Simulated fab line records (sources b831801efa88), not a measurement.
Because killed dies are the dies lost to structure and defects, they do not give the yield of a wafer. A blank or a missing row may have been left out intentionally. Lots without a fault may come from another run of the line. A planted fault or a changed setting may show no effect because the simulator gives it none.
Chamber matching | flow sfqLine | SFQ_TRILAYER_I7_CMP_CMP_184 on cmp-01: 4 sister chambers
The step polishes SiO2. 4 wafers are shown with their chamber, then 8 later ones without.

## EACH WAFER AND ITS CHAMBER
wafer  | chamber | motorCurrentA (A)
L721.2 | 2       | 10.5
L721.4 | 0       | 9.3
L721.6 | 3       | 10.4
L722.1 | 1       | 10.7

## WAFERS WHOSE CHAMBER IS MISSING
wafer  | motorCurrentA (A)
L722.4 | 10.7
L722.3 | 9.1
L729.1 | 10.8
L729.2 | 9.5
L729.5 | 10.7
L730.1 | 10.9
L730.2 | 9.4
L730.5 | 9.9

## WHICH CHAMBER EACH WENT THROUGH
wafer  | from the rows above               | in truth
L722.4 | can't be placed: 1 or 2 or 3      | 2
L722.3 | 0                                 | 0
L729.1 | can't be placed: 1 or 2 or 3      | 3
L729.2 | 0                                 | 0
L729.5 | can't be placed: 1 or 2 or 3      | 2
L730.1 | can't be placed: 1 or 2 or 3      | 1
L730.2 | 0                                 | 0
L730.5 | can't be placed: 3 or 0 or 2 or 1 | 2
3 of 8 placed correctly. Can't be placed from these rows: 5 (the true chamber is among the candidates in 5). Placed wrongly: 0.
How it was worked out, from the rows above alone: a wafer's distance from a chamber is the root of the sum, over the readings, of the square of ((its reading less the chamber's mean) divided by the reading's scatter). If the next closest chamber is less than 2 further off than the closest, the wafer can't be placed; otherwise it belongs to the closest. For every chamber, the mean is computed from those of its wafers that are shown. The scatter: with one shown wafer a chamber, the root of the mean of the squares of how far each hidden wafer lies from its nearest shown one.
